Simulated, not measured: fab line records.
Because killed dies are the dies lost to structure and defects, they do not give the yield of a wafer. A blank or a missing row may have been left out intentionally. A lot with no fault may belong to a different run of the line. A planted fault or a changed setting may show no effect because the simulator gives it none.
Struck lot and sound lot, side by side / flow sky130 / 43 steps out of a route of 708
Sound: the wafers L390.3, L390.5, L390.6. Struck: wafer L399.2. (L399.5, L399.6 of the same lot were not struck and are left out.) The cause comes at the end.
For every step that has rows: the tool of each side, followed by ch and its chambers, followed by its first start. Under that, the readings that differ: sound wafers / struck wafers / difference of the means / sigmas: that difference in standard deviations of wafers without a fault.
alike: readings whose means differ by less than 2 such deviations, and words and numbers that are the same on both sides. not compared: withheld readings, readings that some wafer has no value for, bounds like >300 that may hide the same value, and numbers for which the record gives no deviation and whose values overlap.
Wherever a step has rows on one side only, a row that says differs or no value, or a row with sigmas, the two part there. When numbers do not overlap yet have no deviation, they are printed without sigmas and do not part them. A reading that every wafer of one side lacks parts them only if that side has two wafers or more.

first, 1 step without rows for these wafers: SKY_FIELD_ISO_ANNEAL_26 (time 1800 s).
SKY_FIELD_ISO_CMP_27: polishes, stops on Si3N4, t overpolish 16 s, target thk 457.8 nm.
  sound on cmp-02 ch 0,1,3, day 3 07:01; struck on cmp-01 ch 2, day 5 04:16
reading=motor current A (A); sound=12.5 11.1 11.1; struck=14.3; difference=+2.7; sigmas=+2
reading=time to endpoint s (s); sound=126 127 109; struck=109; difference=-12; sigmas=-2
  alike: overpolish run s, platen rpm
then, 5 steps without rows for these wafers: SKY_FIELD_ISO_WET_ETCH_28 (etches SiO2 in dHF, target depth 23.7 nm, time 47 s); SKY_FIELD_ISO_WET_ETCH_29 (etches Si3N4 in H3PO4, target depth 160 nm, time 1825 s); SKY_FIELD_ISO_WET_ETCH_30 (etches SiO2 in dHF, target depth 25 nm, time 50 s); SKY_NWELL_CLEAN_00 (cleans in SC1/SC2, time 150 s); SKY_NWELL_OXIDATION_01 (stabilise 600 s, purge 300 s, target thk 10 nm).
SKY_NWELL_THK_MEAS_02:
  sound: film metro-01 at day 3 10:03; struck: film metro-04 at day 5 08:02
  alike: NWELL_OXIDATION_THK
then, 4 steps without rows for these wafers: SKY_DNWELL_DEHYDRATE_00 (time 60 s); SKY_DNWELL_HMDS_01 (prime time 60 s); SKY_DNWELL_COAT_02 (resist thk 3000 nm); SKY_DNWELL_SOFTBAKE_03.
SKY_DNWELL_EXPOSE_04: exposes mask DNM, target cd 3000 nm.
  sound on iline stepper-01 ch 0, day 3 18:22; struck on iline stepper-02 ch 0, day 5 17:09
  alike: mask
then, 3 steps without rows for these wafers: SKY_DNWELL_PEB_05; SKY_DNWELL_DEVELOP_06 (develop time 60 s); SKY_DNWELL_IMPLANT_07.
SKY_DNWELL_STRIP_08: strips in O2/N2.
  sound on plasma asher-02 ch 0,1, day 4 01:44; struck on plasma asher-02 ch 1, day 6 02:20
reading=oes product au (a.u.); sound=0.731 0.728 0.718; struck=0.712; difference=-0.014; sigmas=-3
reading=rf hours counter h (h); sound=- - -; struck=31; difference=no value on the sound wafers; sigmas=
  alike: drypump motor current A, o2 flow sccm, strip time to endpoint s
SKY_DNWELL_TW_MEAS_09:
  sound: film metro-01 at day 4 01:49; struck: film metro-01 at day 6 02:27
  alike: DNWELL_TW
then, 7 steps without rows for these wafers: SKY_PWDE_DEHYDRATE_00 (time 60 s); SKY_PWDE_HMDS_01 (prime time 60 s); SKY_PWDE_COAT_02 (resist thk 3000 nm); SKY_PWDE_SOFTBAKE_03; SKY_PWDE_EXPOSE_04 (exposes mask PWDEM, target cd 840 nm); SKY_PWDE_PEB_05; SKY_PWDE_DEVELOP_06 (develop time 60 s).
SKY_PWDE_OVL_MEAS_07:
  sound: overlay-02 at day 4 17:00; struck: overlay-02 at day 6 20:37
  alike: PWDE_OVL
next, for these wafers, 1 step has no rows: SKY_PWDE_IMPLANT_08.
SKY_PWDE_STRIP_09: strips in O2/N2.
  sound on plasma asher-02 ch 0,1, day 4 17:13; struck on plasma asher-02 ch 1, day 6 20:47
reading=rf hours counter h (h); sound=- - -; struck=34; difference=no value on the sound wafers; sigmas=
  alike: drypump motor current A, o2 flow sccm, oes product au, strip time to endpoint s
SKY_PWDE_TW_MEAS_10:
  sound: film metro-04 at day 4 17:18; struck: film metro-03 at day 6 20:54
  alike: PWDE_TW
then, 7 steps without rows for these wafers: SKY_NWELL_DEHYDRATE_03 (time 60 s); SKY_NWELL_HMDS_04 (prime time 60 s); SKY_NWELL_COAT_05 (resist thk 3000 nm); SKY_NWELL_SOFTBAKE_06; SKY_NWELL_EXPOSE_07 (exposes mask NWM, target cd 840 nm); SKY_NWELL_PEB_08; SKY_NWELL_DEVELOP_09 (develop time 60 s).
SKY_NWELL_OVL_MEAS_10:
  sound: overlay-02 at day 5 10:52; struck: overlay-01 at day 7 16:13
  alike: NWELL_00_OVL
then, 3 steps without rows for these wafers: SKY_NWELL_IMPLANT_11; SKY_NWELL_IMPLANT_12; SKY_NWELL_IMPLANT_13.
SKY_NWELL_STRIP_14: strips in O2/N2.
  sound on plasma asher-04 ch 0,1, day 5 11:22; struck on plasma asher-03 ch 0, day 7 16:41
reading=rf hours counter h (h); sound=- - -; struck=47; difference=no value on the sound wafers; sigmas=
  alike: drypump motor current A, o2 flow sccm, oes product au, strip time to endpoint s
SKY_NWELL_TW_MEAS_15:
  sound: film metro-03 at day 5 11:28; struck: film metro-04 at day 7 16:48
  alike: NWELL_TW
-- the record jumps here: 42 days lie between the struck wafers' starts before and after (it left off in module NWELL and takes up again in module PAD_OPEN, whose first step shown is number 708 of the route) --
SKY_PAD_OPEN_PROBE_99:
  sound: prober-02 at day 49 13:18; struck: prober-02 at day 49 21:00
reading=model.etest.res deep nwell.width nm (nm); sound=3022 3010 3010; struck=3052; difference=+38; sigmas=
  alike: killed_at_M0_to_M3, killed_at_M4_up, killed at contacts, killed at front end, killed at other, killed dies, killed open, killed short

## WHERE THEY PART
Last at SKY_NWELL_STRIP_14 as far as this record goes, first at SKY_FIELD_ISO_CMP_27. Later steps at which nothing parts them and some readings are alike: SKY_NWELL_TW_MEAS_15, SKY_PAD_OPEN_PROBE_99.

WHY: the cause the simulator had injected
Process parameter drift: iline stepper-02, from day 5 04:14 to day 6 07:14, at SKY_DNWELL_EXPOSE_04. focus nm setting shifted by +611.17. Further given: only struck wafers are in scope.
